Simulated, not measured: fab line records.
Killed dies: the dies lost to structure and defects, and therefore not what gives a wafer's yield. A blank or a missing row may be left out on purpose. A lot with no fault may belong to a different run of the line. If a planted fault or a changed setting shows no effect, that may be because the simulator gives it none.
fab line records	flow gf180mcu
record lots=24	wafers=72	last_day=34
route steps=602 shown SAB@265 V4@480 V5@542 PASSIVATION@599
lots with no fault: from the same line, run without faults
start_h: hours from the record's opening day to when the first of the lot's shown wafers began	wait_h: hours since the lot's step before	" unchanged from the row above	L1.1+2: a single row standing in for several wafers	- either no value or no given start	* or withheld: withheld	< > ~ a bound
route shown NAME@n: a module of which the file shows steps, and the number in the route of the first	usual: mean/standard deviation taken from wafers without a fault	same: alike in all rows	chamber/n: place in a boat	sites: each site's reading	_std_site: standard deviation across them	_edge_site: mean of outer sites minus mean of inner sites	radius_mm: for every site, how far away it sits from the centre of the wafer	mask NAME#n: copy n	behind: the tool/chamber that last shaped the wafer	hold: cause of the lot's hold/its duration in hours/its outcome	device: names the non-switching transistor (n, p or np)	end of line: the same wafers' tests at the end of the route	where a step has no rows: the recipe by itself	killed: not the wafer's yield, but the dies lost to structure and defects at the first sort	map: shows each die of a wafer: x if killed, . if not, _ if none is there
set.NAME: the setting the step ran with; set.NAME@STEP: the setting that earlier step ran with	model.NAME: the simulator's own value behind a step, which no gauge read
one table for each step of the route and one row for each wafer, over a sample of lots
services: when a tool's chamber went out of use (start_h, in hours from the record's first day, below 0 if earlier), for how many hours, and the reason
## steps
# step GF_SAB_THK_MEAS_01
# recipe reads=SiO2_of_SAB_CVD_00
# usual SAB_CVD_00_THK=49.7/0.59
lot.wafer	tool	chamber	start_h	wait_h	SAB_CVD_00_THK[nm]
L074.2	film_metro-01	-	318.24	0.0	48.8
L074.4	"	-	"	"	50.0
L074.6	"	-	"	"	49.4
L075.3	film_metro-03	-	327.48	0.0	48.5
L075.4	"	-	"	"	49.9
L075.6	"	-	"	"	50.3
L076.1	film_metro-02	-	345.01	0.0	49.1
L076.3	"	-	"	"	49.3
L076.5	"	-	"	"	50.0
L077.4	film_metro-03	-	347.31	0.0	49.7
L077.5	"	-	"	"	49.9
L077.6	"	-	"	"	50.2
L078.2	film_metro-03	-	354.95	0.0	49.1
L078.5	"	-	"	"	50.2
L078.6	"	-	"	"	49.9
L079.1	film_metro-03	-	364.42	0.0	48.4
L079.4	"	-	"	"	49.2
L079.5	"	-	"	"	50.0
L080.2	film_metro-01	-	373.35	0.0	49.4
L080.3	"	-	"	"	49.0
L080.5	"	-	"	"	49.8
L081.1	film_metro-02	-	381.16	0.0	48.8
L081.2	"	-	"	"	49.8
L081.6	"	-	"	"	49.6
L082.3	film_metro-03	-	384.20	0.0	50.2
L082.5	"	-	"	"	50.7
L082.6	"	-	"	"	50.6
L083.2	film_metro-03	-	399.42	0.0	49.6
L083.5	"	-	"	"	49.9
L083.6	"	-	"	"	50.0
L085.2	film_metro-03	-	410.29	0.0	49.2
L085.3	"	-	"	"	49.4
L085.4	"	-	"	"	50.4
L084.1	film_metro-02	-	410.66	0.0	49.6
L084.2	"	-	"	"	48.8
L084.4	"	-	"	"	50.5
L086.1	film_metro-02	-	424.57	0.0	49.7
L086.3	"	-	"	"	49.6
L086.5	"	-	"	"	50.3
L087.1	film_metro-02	-	431.68	0.0	49.3
L087.4	"	-	"	"	50.2
L087.5	"	-	"	"	49.6
L088.2	film_metro-01	-	440.64	0.0	49.2
L088.3	"	-	"	"	49.1
L088.5	"	-	"	"	50.0
L089.2	film_metro-03	-	450.89	0.0	49.5
L089.5	"	-	"	"	49.6
L089.6	"	-	"	"	50.5
L090.1	film_metro-01	-	451.81	0.0	49.4
L090.2	"	-	"	"	49.1
L090.3	"	-	"	"	49.5
L091.2	film_metro-02	-	467.45	0.0	49.5
L091.5	"	-	"	"	50.1
L091.6	"	-	"	"	50.8
L092.3	film_metro-03	-	481.31	0.0	49.5
L092.5	"	-	"	"	49.6
L092.6	"	-	"	"	49.8
L093.1	film_metro-02	-	492.48	0.0	49.6
L093.4	"	-	"	"	49.7
L093.5	"	-	"	"	50.6
L094.1	film_metro-03	-	495.09	0.0	48.9
L094.4	"	-	"	"	49.5
L094.6	"	-	"	"	49.9
L095.2	film_metro-01	-	498.99	0.0	49.7
L095.4	"	-	"	"	50.3
L095.6	"	-	"	"	49.8
L096.2	film_metro-01	-	514.03	0.0	49.7
L096.3	"	-	"	"	50.3
L096.4	"	-	"	"	50.2
L097.2	film_metro-03	-	523.84	0.0	49.6
L097.3	"	-	"	"	51.2
L097.6	"	-	"	"	50.2
# step GF_V4_CMP_04
# recipe material=SiO2	down_force_psi=4	platen_rpm=60	pad_velocity_m_s=0.94248
# usual motor_current_A=12.4/1	time_to_endpoint_s=82/5.2
lot.wafer	tool	chamber	start_h	wait_h	motor_current_A	time_to_endpoint_s
L074.2	cmp-01	2	539.96	0.0	11.7	84
L074.4	"	1	"	"	12.8	89
L074.6	"	3	"	"	14.1	97
L075.3	cmp-01	2	549.13	0.1	12.2	80
L075.4	"	3	"	"	13.1	85
L075.6	"	1	"	"	12.5	89
L076.1	cmp-02	3	568.49	0.1	12.3	81
L076.3	"	1	"	"	10.7	79
L076.5	"	0	"	"	14.3	88
L077.4	cmp-02	0	571.17	0.0	13.5	81
L077.5	"	0	"	"	13.9	86
L077.6	"	1	"	"	11.0	82
L078.2	cmp-01	3	581.59	0.2	13.0	81
L078.5	"	1	"	"	11.7	86
L078.6	"	2	"	"	12.6	87
L079.1	cmp-02	1	588.82	0.1	10.3	85
L079.4	"	3	"	"	12.7	97
L079.5	"	1	"	"	10.5	99
L080.3	cmp-01	3	595.09	0.0	12.8	85
L080.2	"	2	"	"	12.5	80
L080.5	"	3	"	"	12.6	83
L081.2	cmp-02	0	601.81	0.0	13.9	78
L081.1	"	2	"	"	12.6	78
L081.6	"	1	"	"	10.7	80
L082.3	cmp-01	1	604.40	0.0	12.2	80
L082.6	"	1	"	"	12.3	75
L082.5	"	2	"	"	12.3	83
L083.2	cmp-02	0	620.26	0.1	14.1	77
L083.5	"	3	"	"	13.4	83
L083.6	"	0	"	"	13.8	81
L085.3	cmp-02	2	628.33	0.0	12.1	75
L085.4	"	3	"	"	13.0	85
L085.2	"	1	"	"	10.4	68
L084.4	cmp-02	1	630.71	0.0	11.0	86
L084.1	"	3	"	"	12.8	83
L084.2	"	0	"	"	13.0	82
L086.3	cmp-02	2	641.62	0.1	12.6	84
L086.1	"	0	"	"	13.7	80
L086.5	"	1	"	"	10.5	83
L087.4	cmp-01	0	648.23	0.1	11.7	85
L087.1	"	1	"	"	11.4	74
L087.5	"	3	"	"	12.9	81
L088.2	cmp-01	2	654.56	0.1	11.3	77
L088.3	"	3	"	"	13.1	80
L088.5	"	1	"	"	11.8	83
L090.2	cmp-01	3	663.14	0.0	12.0	81
L090.1	"	0	"	"	11.7	86
L090.3	"	1	"	"	12.2	77
L089.2	cmp-02	0	663.56	0.1	14.4	76
L089.5	"	2	"	"	12.5	80
L089.6	"	3	"	"	12.9	78
L091.2	cmp-02	0	678.42	0.0	13.7	72
L091.6	"	0	"	"	13.7	76
L091.5	"	1	"	"	10.1	82
L092.3	cmp-01	0	687.86	0.0	11.8	73
L092.6	"	0	"	"	11.2	81
L092.5	"	1	"	"	11.8	78
L093.4	cmp-02	0	698.04	0.2	14.4	83
L093.1	"	1	"	"	10.9	76
L093.5	"	0	"	"	14.1	70
L094.1	cmp-01	2	700.73	0.1	12.3	73
L094.4	"	0	"	"	11.1	81
L094.6	"	3	"	"	12.7	79
L095.2	cmp-01	3	701.72	0.1	13.1	79
L095.4	"	0	"	"	12.0	88
L095.6	"	3	"	"	13.0	86
L096.3	cmp-02	3	715.42	0.1	13.2	86
L096.4	"	0	"	"	14.1	84
L096.2	"	1	"	"	11.0	74
L097.2	cmp-02	0	722.61	0.8	14.4	80
L097.3	"	1	"	"	10.7	79
L097.6	"	3	"	"	12.5	88
# step GF_V4_SPUTTER_22
# recipe material=TiN	target_thk_nm=10	chamber_pressure_pa=5	power_w=4000	time_s=40
# usual throttle_valve_pct=31.0/1.2
lot.wafer	tool	chamber	start_h	wait_h	throttle_valve_pct
L074.2	pvd_sputter-03	-	563.91	0.0	29.6
L074.4	"	-	"	"	32.7
L074.6	"	-	"	"	29.5
L075.3	pvd_sputter-02	-	572.33	0.0	32.1
L075.4	"	-	"	"	31.2
L075.6	"	-	"	"	31.5
L076.1	pvd_sputter-01	-	591.28	0.0	30.4
L076.3	"	-	"	"	30.9
L076.5	"	-	"	"	30.6
L077.4	pvd_sputter-01	-	593.63	0.0	30.8
L077.5	"	-	"	"	30.9
L077.6	"	-	"	"	31.8
L078.2	pvd_sputter-03	-	603.83	0.0	32.9
L078.5	"	-	"	"	28.6
L078.6	"	-	"	"	32.9
L079.1	pvd_sputter-02	-	610.32	0.0	31.9
L079.4	"	-	"	"	31.4
L079.5	"	-	"	"	31.7
L080.2	pvd_sputter-01	-	618.12	0.0	30.5
L080.3	"	-	"	"	30.5
L080.5	"	-	"	"	30.6
L081.1	pvd_sputter-01	-	624.23	0.0	31.6
L081.2	"	-	"	"	30.3
L081.6	"	-	"	"	31.7
L082.3	pvd_sputter-02	-	626.10	0.0	31.3
L082.5	"	-	"	"	31.8
L082.6	"	-	"	"	31.3
L083.2	pvd_sputter-02	-	641.64	0.0	32.0
L083.5	"	-	"	"	31.8
L083.6	"	-	"	"	32.0
L085.2	pvd_sputter-02	-	649.73	0.0	31.6
L085.3	"	-	"	"	31.7
L085.4	"	-	"	"	31.5
L084.1	pvd_sputter-02	-	652.50	0.0	31.7
L084.2	"	-	"	"	31.6
L084.4	"	-	"	"	31.9
L086.1	pvd_sputter-02	-	662.74	0.0	31.7
L086.3	"	-	"	"	32.1
L086.5	"	-	"	"	31.4
L087.1	pvd_sputter-03	-	668.94	0.0	32.9
L087.4	"	-	"	"	29.9
L087.5	"	-	"	"	33.0
L088.2	pvd_sputter-03	-	675.41	0.0	29.6
L088.3	"	-	"	"	28.7
L088.5	"	-	"	"	28.3
L090.1	pvd_sputter-03	-	683.75	0.0	28.8
L090.2	"	-	"	"	29.6
L090.3	"	-	"	"	29.7
L089.2	pvd_sputter-02	-	684.47	0.0	31.4
L089.5	"	-	"	"	31.6
L089.6	"	-	"	"	31.1
L091.2	pvd_sputter-03	-	698.58	0.0	32.9
L091.5	"	-	"	"	29.9
L091.6	"	-	"	"	29.9
L092.3	pvd_sputter-01	-	707.75	0.0	30.5
L092.5	"	-	"	"	32.1
L092.6	"	-	"	"	30.2
L093.1	pvd_sputter-03	-	717.73	0.0	32.7
L093.4	"	-	"	"	29.5
L093.5	"	-	"	"	29.4
L094.1	pvd_sputter-02	-	720.68	0.0	31.6
L094.4	"	-	"	"	31.7
L094.6	"	-	"	"	31.9
L095.2	pvd_sputter-02	-	721.09	0.0	31.8
L095.4	"	-	"	"	31.9
L095.6	"	-	"	"	32.0
L096.2	pvd_sputter-03	-	734.98	0.0	28.5
L096.3	"	-	"	"	29.6
L096.4	"	-	"	"	29.9
L097.2	pvd_sputter-03	-	740.70	0.0	28.6
L097.3	"	-	"	"	32.8
L097.6	"	-	"	"	32.9
# step GF_V5_CVD_02
# recipe material=SiO2	target_thk_nm=1450	precursor=TEOS	temp_c=400	time_s=163.28	rf_w=600
# usual heater_power_w=573/75
lot.wafer	tool	chamber	start_h	wait_h	heater_power_w
L074.2	pecvd-01	2	609.18	0.0	604
L074.4	"	2	"	"	673
L074.6	"	2	"	"	544
L075.3	pecvd-03	2	617.89	0.0	516
L075.4	"	1	"	"	639
L075.6	"	2	"	"	604
L076.1	pecvd-02	1	635.41	0.1	686
L076.3	"	2	"	"	513
L076.5	"	1	"	"	532
L077.4	pecvd-02	1	638.00	0.1	553
L077.5	"	2	"	"	456
L077.6	"	0	"	"	579
L078.2	pecvd-02	0	647.66	0.0	574
L078.5	"	2	"	"	523
L078.6	"	1	"	"	535
L079.1	pecvd-02	1	652.75	0.1	591
L079.4	"	0	"	"	539
L079.5	"	2	"	"	439
L080.2	pecvd-03	1	660.78	0.0	614
L080.3	"	2	"	"	640
L080.5	"	0	"	"	458
L081.1	pecvd-01	0	666.20	0.1	629
L081.2	"	1	"	"	672
L081.6	"	0	"	"	677
L082.3	pecvd-02	0	667.76	0.0	542
L082.5	"	2	"	"	560
L082.6	"	0	"	"	445
L083.2	pecvd-01	2	683.48	0.0	667
L083.5	"	0	"	"	562
L083.6	"	2	"	"	532
L085.2	pecvd-02	2	690.91	0.0	462
L085.3	"	1	"	"	594
L085.4	"	2	"	"	533
L084.1	pecvd-02	0	693.60	0.1	547
L084.2	"	2	"	"	564
L084.4	"	2	"	"	446
L086.1	pecvd-01	0	703.44	0.1	635
L086.3	"	1	"	"	622
L086.5	"	0	"	"	675
L087.1	pecvd-03	2	708.21	0.1	645
L087.4	"	0	"	"	456
L087.5	"	2	"	"	517
L088.2	pecvd-03	0	715.37	0.0	521
L088.3	"	2	"	"	574
L088.5	"	1	"	"	512
L090.1	pecvd-02	2	722.81	0.1	533
L090.2	"	1	"	"	603
L090.3	"	0	"	"	589
L089.2	pecvd-03	1	723.65	0.0	598
L089.5	"	1	"	"	654
L089.6	"	0	"	"	440
L091.2	pecvd-03	2	737.04	0.0	620
L091.5	"	1	"	"	638
L091.6	"	2	"	"	495
L092.3	pecvd-01	1	744.75	0.0	725
L092.5	"	2	"	"	552
L092.6	"	1	"	"	583
L093.1	pecvd-02	0	754.39	0.1	505
L093.4	"	2	"	"	546
L093.5	"	0	"	"	447
L094.1	pecvd-02	0	756.72	0.1	508
L094.4	"	0	"	"	561
L094.6	"	0	"	"	442
L095.2	pecvd-01	2	757.54	0.0	597
L095.4	"	2	"	"	662
L095.6	"	1	"	"	582
L096.2	pecvd-03	0	770.40	0.0	520
L096.3	"	2	"	"	627
L096.4	"	0	"	"	571
L097.2	pecvd-01	2	774.66	0.0	623
L097.3	"	0	"	"	665
L097.6	"	1	"	"	715
# step GF_V5_SPUTTER_21
# recipe material=Ti	target_thk_nm=15	chamber_pressure_pa=5	power_w=2500	substrate_temp_c=200	time_s=80.02
# usual throttle_valve_pct=30.8/1.1
lot.wafer	tool	chamber	start_h	wait_h	throttle_valve_pct
L074.2	pvd_sputter-02	-	631.37	0.0	31.6
L074.4	"	-	"	"	31.7
L074.6	"	-	"	"	31.6
L075.3	pvd_sputter-04	-	639.67	0.0	30.4
L075.4	"	-	"	"	29.8
L075.6	"	-	"	"	30.5
L076.1	pvd_sputter-03	-	656.68	0.0	29.6
L076.3	"	-	"	"	29.8
L076.5	"	-	"	"	28.7
L077.4	pvd_sputter-02	-	659.73	0.0	31.9
L077.5	"	-	"	"	31.8
L077.6	"	-	"	"	31.6
L078.2	pvd_sputter-04	-	669.17	0.0	31.7
L078.5	"	-	"	"	30.4
L078.6	"	-	"	"	30.8
L079.1	pvd_sputter-02	-	673.81	0.0	31.5
L079.4	"	-	"	"	31.6
L079.5	"	-	"	"	31.3
L080.2	pvd_sputter-04	-	681.86	0.0	31.7
L080.3	"	-	"	"	30.8
L080.5	"	-	"	"	29.5
L081.1	pvd_sputter-02	-	686.50	0.0	31.9
L081.2	"	-	"	"	31.5
L081.6	"	-	"	"	31.7
L082.3	pvd_sputter-02	-	688.97	0.0	31.7
L082.5	"	-	"	"	32.0
L082.6	"	-	"	"	31.6
L083.2	pvd_sputter-04	-	703.59	0.0	31.4
L083.5	"	-	"	"	30.4
L083.6	"	-	"	"	30.4
L085.2	pvd_sputter-03	-	710.69	0.0	29.5
L085.3	"	-	"	"	28.8
L085.4	"	-	"	"	32.9
L084.1	pvd_sputter-04	-	713.90	0.0	30.7
L084.2	"	-	"	"	30.5
L084.4	"	-	"	"	30.6
L086.1	pvd_sputter-04	-	722.72	0.0	31.5
L086.3	"	-	"	"	30.6
L086.5	"	-	"	"	31.3
L087.1	pvd_sputter-03	-	727.40	0.0	28.7
L087.4	"	-	"	"	29.6
L087.5	"	-	"	"	28.6
L088.2	pvd_sputter-02	-	734.16	0.0	31.5
L088.3	"	-	"	"	32.0
L088.5	"	-	"	"	31.6
L090.1	pvd_sputter-03	-	742.54	0.0	29.6
L090.2	"	-	"	"	28.9
L090.3	"	-	"	"	33.0
L089.2	pvd_sputter-02	-	742.95	0.0	32.2
L089.5	"	-	"	"	31.8
L089.6	"	-	"	"	31.7
L091.2	pvd_sputter-04	-	755.55	0.0	30.4
L091.5	"	-	"	"	31.5
L091.6	"	-	"	"	30.6
L092.3	pvd_sputter-03	-	762.97	0.0	32.5
L092.5	"	-	"	"	29.7
L092.6	"	-	"	"	32.6
L093.1	pvd_sputter-04	-	772.56	0.0	30.4
L093.4	"	-	"	"	29.8
L093.5	"	-	"	"	29.8
L094.1	pvd_sputter-03	-	773.90	0.0	29.5
L094.4	"	-	"	"	28.8
L094.6	"	-	"	"	28.8
L095.2	pvd_sputter-04	-	775.19	0.0	31.6
L095.4	"	-	"	"	30.0
L095.6	"	-	"	"	30.4
L096.2	pvd_sputter-04	-	786.55	0.0	30.9
L096.3	"	-	"	"	29.7
L096.4	"	-	"	"	31.4
L097.2	pvd_sputter-04	-	791.64	0.0	31.4
L097.3	"	-	"	"	30.7
L097.6	"	-	"	"	29.8
# step GF_PASSIVATION_STRIP_12
# recipe chemistry=O2/N2	power_w=1400	pressure_mtorr=1500	platen_temp_c=250	o2_flow_sccm=3000	n2_flow_sccm=300	overash_fraction=0.5
# usual drypump_motor_current_A=5.6/0.41	heater_power_w=319/24	oes_product_au=0.719/0.0047	strip_time_to_endpoint_s=34.93/0.24
lot.wafer	tool	chamber	start_h	wait_h	drypump_motor_current_A	heater_power_w	oes_product_au	rf_hours_counter_h	strip_time_to_endpoint_s
L074.2	plasma_asher-03	0	673.55	0.1	5.6	317	0.719	94	34.40
L074.4	"	1	"	"	6.3	323	0.709	-	34.81
L074.6	"	1	"	"	6.3	312	0.720	-	34.93
L075.3	plasma_asher-02	0	682.23	0.2	5.4	319	0.719	-	35.16
L075.4	"	1	"	"	5.2	290	0.711	-	35.05
L075.6	"	0	"	"	5.4	319	0.721	-	34.54
L076.1	plasma_asher-02	0	697.10	0.1	5.4	311	0.716	58	34.60
L076.3	"	1	"	"	5.2	288	0.715	-	34.74
L076.5	"	0	"	"	5.4	320	0.719	-	34.83
L077.4	plasma_asher-02	1	700.53	0.2	5.2	291	0.715	-	34.77
L077.5	"	1	"	"	5.2	294	0.723	-	34.75
L077.6	"	0	"	"	5.4	325	0.717	-	34.48
L078.2	plasma_asher-02	1	709.21	0.1	5.2	287	0.713	60	34.52
L078.5	"	0	"	"	5.4	318	0.715	-	34.73
L078.6	"	1	"	"	5.2	290	0.722	-	34.67
L079.1	plasma_asher-03	1	713.26	0.1	6.3	336	0.716	99	35.41
L079.4	"	1	"	"	6.4	322	0.724	-	35.10
L079.5	"	0	"	"	5.6	318	0.721	-	35.41
L080.2	plasma_asher-03	1	721.31	0.1	6.3	324	0.708	100	35.21
L080.3	"	1	"	"	6.3	322	0.716	-	35.14
L080.5	"	0	"	"	5.7	312	0.716	-	34.94
L081.1	plasma_asher-03	1	725.56	0.1	6.4	325	0.720	101	35.03
L081.2	"	0	"	"	5.6	307	0.714	101	35.01
L081.6	"	0	"	"	5.7	314	0.720	-	35.12
L082.3	plasma_asher-03	1	728.04	0.2	6.3	327	0.715	-	34.80
L082.5	"	0	"	"	5.7	321	0.719	-	34.82
L082.6	"	1	"	"	6.4	321	0.714	-	35.03
L083.2	plasma_asher-03	1	741.70	0.1	6.3	327	0.714	103	34.77
L083.5	"	1	"	"	6.3	328	0.720	-	35.06
L083.6	"	0	"	"	5.7	312	0.726	-	34.60
L085.2	plasma_asher-03	1	747.85	0.1	6.3	331	0.712	104	34.61
L085.3	"	1	"	"	6.3	327	0.728	-	34.74
L085.4	"	0	"	"	5.7	320	0.708	-	34.80
L084.1	plasma_asher-02	1	751.51	0.1	5.2	291	0.718	63	35.27
L084.2	"	0	"	"	5.4	315	0.727	63	34.87
L084.4	"	0	"	"	5.4	317	0.723	-	35.07
L086.1	plasma_asher-02	0	758.80	0.1	5.4	322	0.722	64	35.04
L086.3	"	1	"	"	5.2	281	0.721	-	34.73
L086.5	"	0	"	"	5.4	314	0.724	-	34.78
L087.1	plasma_asher-02	1	762.96	0.1	5.2	295	0.716	64	35.22
L087.4	"	0	"	"	5.4	316	0.726	-	34.83
L087.5	"	1	"	"	5.2	292	0.720	-	35.49
L088.2	plasma_asher-03	1	768.76	0.1	6.3	331	0.710	106	34.99
L088.3	"	1	"	"	6.3	322	0.715	-	35.01
L088.5	"	1	"	"	6.3	320	0.718	-	34.93
L090.1	plasma_asher-02	0	776.45	0.1	5.4	315	0.719	65	35.09
L090.2	"	1	"	"	5.2	296	0.726	65	35.05
L090.3	"	0	"	"	5.4	314	0.714	-	34.99
L089.2	plasma_asher-02	1	777.15	0.1	5.2	292	0.723	66	34.90
L089.5	"	0	"	"	5.4	313	0.717	-	35.27
L089.6	"	1	"	"	5.2	290	0.715	-	34.66
L091.2	plasma_asher-02	1	789.75	0.1	5.2	287	0.722	67	35.22
L091.5	"	1	"	"	5.2	292	0.718	-	35.03
L091.6	"	0	"	"	5.4	314	0.719	-	34.62
L092.3	plasma_asher-01	1	796.18	0.2	5.3	360	0.718	-	35.07
L092.5	"	0	"	"	5.6	381	0.720	-	34.89
L092.6	"	1	"	"	5.3	368	0.709	-	34.89
L093.1	plasma_asher-01	0	804.76	0.1	5.6	377	0.717	42	34.46
L093.4	"	0	"	"	5.7	375	0.722	-	35.12
L093.5	"	1	"	"	5.2	357	0.720	-	34.73
L094.1	plasma_asher-03	1	807.00	0.1	6.3	324	0.723	110	35.38
L094.4	"	0	"	"	5.6	310	0.722	-	34.68
L094.6	"	1	"	"	6.3	322	0.724	-	35.26
L095.2	plasma_asher-02	0	809.40	0.1	5.4	329	0.725	69	35.30
L095.4	"	1	"	"	5.2	280	0.723	-	34.95
L095.6	"	0	"	"	5.4	308	0.709	-	34.85
L096.2	plasma_asher-03	1	819.05	0.1	6.4	327	0.717	111	34.81
L096.3	"	0	"	"	5.6	317	0.728	-	34.82
L096.4	"	1	"	"	6.3	320	0.718	-	34.91
L097.2	plasma_asher-01	0	823.64	0.1	5.7	374	0.714	44	34.71
L097.3	"	1	"	"	5.3	361	0.720	-	34.78
L097.6	"	1	"	"	5.3	370	0.715	-	35.30
## services
tool	chamber	start_h	hours	kind
cmp-02	-	518.05	3.9	pm
pvd_sputter-02	-	543.00	0.6	repair
pvd_sputter-04	-	548.10	1.1	repair
pvd_sputter-03	-	552.84	5.5	repair
cmp-01	-	565.60	3.7	repair
cmp-01	-	572.00	4.0	pm
cmp-02	-	579.23	4.8	pm
cmp-02	-	605.69	1.0	repair
cmp-02	-	606.51	0.2	repair
cmp-01	-	609.89	3.6	repair
cmp-01	-	623.89	3.5	repair
pvd_sputter-03	-	650.17	0.8	repair
pvd_sputter-02	-	666.61	5.8	repair
pvd_sputter-03	-	679.61	3.4	repair
pvd_sputter-02	-	699.92	2.6	repair
pvd_sputter-04	-	700.99	1.0	repair
cmp-02	-	703.12	0.3	repair
cmp-01	-	706.92	5.5	pm
pvd_sputter-03	-	716.08	1.2	repair
pvd_sputter-04	-	716.57	4.8	repair
cmp-02	-	718.95	0.6	repair
cmp-02	-	746.16	4.0	pm
pvd_sputter-03	-	756.18	4.3	repair
cmp-02	-	768.78	0.8	repair
## key
fault none
